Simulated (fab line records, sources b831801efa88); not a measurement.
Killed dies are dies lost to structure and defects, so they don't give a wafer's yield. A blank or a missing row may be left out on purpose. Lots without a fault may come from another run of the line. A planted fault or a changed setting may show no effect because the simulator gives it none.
Which tool did it? | flow sky130 | 11 lots, 33 wafers sampled, at 3 steps of a route of 708

WHAT THE GAUGES READ, wafer by wafer
SKY_CONTACT_CD_MEAS_14: target cd 170 nm.
lot  | measured     | on        | cd_nm (nm)
L248 | day 31 13:26 | cd_sem-01 | 169.8 170.2 170.2
L249 | day 31 14:58 | cd_sem-01 | 171.4 172.7 173.0
L253 | day 33 06:03 | cd_sem-01 | 172.6 174.0 171.3
L252 | day 33 07:28 | cd_sem-02 | 167.1 167.5 167.2
L254 | day 35 21:12 | cd_sem-02 | 170.6 169.6 171.1
L255 | day 36 00:09 | cd_sem-01 | 169.5 170.1 169.5
L265 | day 36 18:34 | cd_sem-02 | 169.0 169.9 169.4
L267 | day 37 12:07 | cd_sem-02 | 171.0 170.2 170.5
L268 | day 37 12:47 | cd_sem-01 | 170.1 171.8 170.9
L269 | day 37 19:01 | cd_sem-02 | 170.3 171.3 170.2
L270 | day 39 09:12 | cd_sem-02 | 171.1 170.9 171.2

SKY_METAL2_CD_MEAS_15: target cd 140 nm.
lot  | measured     | on        | cd_nm (nm)
L248 | day 35 00:41 | cd_sem-02 | 137.0 138.9 138.3
L249 | day 35 03:02 | cd_sem-02 | 140.9 139.3 141.5
L253 | day 36 18:08 | cd_sem-01 | 139.3 141.4 140.6
L252 | day 36 19:31 | cd_sem-02 | 139.0 139.2 139.6
L254 | day 39 07:19 | cd_sem-02 | 139.6 140.8 139.4
L255 | day 39 10:31 | cd_sem-02 | 141.9 141.0 141.3
L265 | day 40 04:22 | cd_sem-01 | 141.9 141.3 141.2
L267 | day 40 19:52 | cd_sem-01 | 140.3 141.4 140.8
L268 | day 40 21:46 | cd_sem-02 | 139.3 139.8 141.4
L269 | day 41 01:36 | cd_sem-02 | 144.5 143.2 142.2
L270 | day 42 13:49 | cd_sem-02 | 138.7 139.4 139.7

WHICH TOOL RAN EACH LOT (tool, then ch and the chambers of the sampled wafers, then the start)
lot  | SKY_METAL1_METAL_ETCH_19
L248 | rie_metal-01 ch 0,1, day 32 17:56
L249 | rie_metal-03 ch 0,1, day 32 18:49
L253 | rie_metal-03 ch 0, day 34 10:35
L252 | rie_metal-01 ch 0,1, day 34 11:32
L254 | rie_metal-03 ch 0,1, day 37 01:20
L255 | rie_metal-01 ch 0,1, day 37 04:26
L265 | rie_metal-03 ch 0,1, day 37 22:13
L267 | rie_metal-03 ch 0,1, day 38 15:37
L268 | rie_metal-03 ch 0, day 38 16:34
L269 | rie_metal-04 ch 1, day 38 22:34
L270 | rie_metal-04 ch 0, day 40 11:59
- SKY_METAL1_METAL_ETCH_19: etches the open film in Cl2/BCl3, stops on SiO2, target depth 360 nm, time 78 s.

WHAT THE TOOLS THEMSELVES READ (means of the sampled wafers that have a number; where no wafer has one, the mark that the record gives instead)
SKY_METAL1_METAL_ETCH_19.
lot  | tool         | bias_w (W) | drypump_motor_current_A (A) | mfc_cl2_sccm (sccm) | oes_product_au (a.u.) | throttle_valve_pct (%)
L248 | rie_metal-01 | 48.57      | 5.5                         | 60.05               | 0.851                 | 22.263
L249 | rie_metal-03 | 48.54      | 6.0                         | 60.09               | 0.853                 | 22.273
L253 | rie_metal-03 | 48.63      | 6.0                         | 59.91               | 0.859                 | 22.266
L252 | rie_metal-01 | 48.68      | 6.1                         | 59.85               | 0.855                 | 22.271
L254 | rie_metal-03 | 48.47      | 6.0                         | 60.10               | 0.851                 | 22.266
L255 | rie_metal-01 | 48.52      | 6.1                         | 60.13               | 0.862                 | 22.263
L265 | rie_metal-03 | 48.46      | 6.0                         | 59.90               | 0.851                 | 22.277
L267 | rie_metal-03 | 46.82      | 6.0                         | 60.08               | 0.853                 | 22.262
L268 | rie_metal-03 | 46.95      | 6.0                         | 60.25               | 0.856                 | 22.267
L269 | rie_metal-04 | 48.33      | 4.8                         | 59.96               | 0.850                 | 22.264
L270 | rie_metal-04 | 48.57      | 6.0                         | 59.95               | 0.854                 | 22.269

THE ANSWER, worked out from the rows above alone
Rule: what is usual is taken from the lots themselves. Put in order of their means at a reading, lots are off if they are a third of the lots or fewer, leave a main group of 4 or more, and stand apart from it by a gap of 3 or more times the standard deviation of the main group's means; of several such gaps the widest counts. A main group whose means are all the same, to the digits that the tables above print for the reading, isn't used. A lot without any number at a reading at which 4 lots or more have one is off too. The other lots that the step has rows for count as sound. The gauges are gone through in route order, then the tools' own readings, and for those a lot's mean is taken as printed above. The first step at which some lot is off is used, and at that step the reading that is off furthest; a lot without a number counts as furthest.
Off: L267, L268, at SKY_METAL1_METAL_ETCH_19 (bias_w). The main group: mean 48.53 W, standard deviation 0.097.
A tool fits if, at that step or a process step before it, it ran every lot that is off, and no sound lot after the first of them. One fits: rie_metal-03 at SKY_METAL1_METAL_ETCH_19. Its last sound lot is L265 (day 37 22:13), its first lot that is off L267 (day 38 15:37): a fault that began between those two fits.
The tool's own readings at SKY_METAL1_METAL_ETCH_19 bear it out: on the lots that are off they differ by more than 5 times the standard deviation of the sound lots' means. bias_w reads 46.89 W there against 48.53 W on the sound lots.

WHAT THE SIMULATOR HAD PUT IN
Process parameter drift: rie_metal-03, from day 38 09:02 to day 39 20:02, at SKY_METAL1_METAL_ETCH_19. Setting bias_w, moved by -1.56, from 48.5. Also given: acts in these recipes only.
Lots struck among those shown: L267, L268. The rule above found the same.
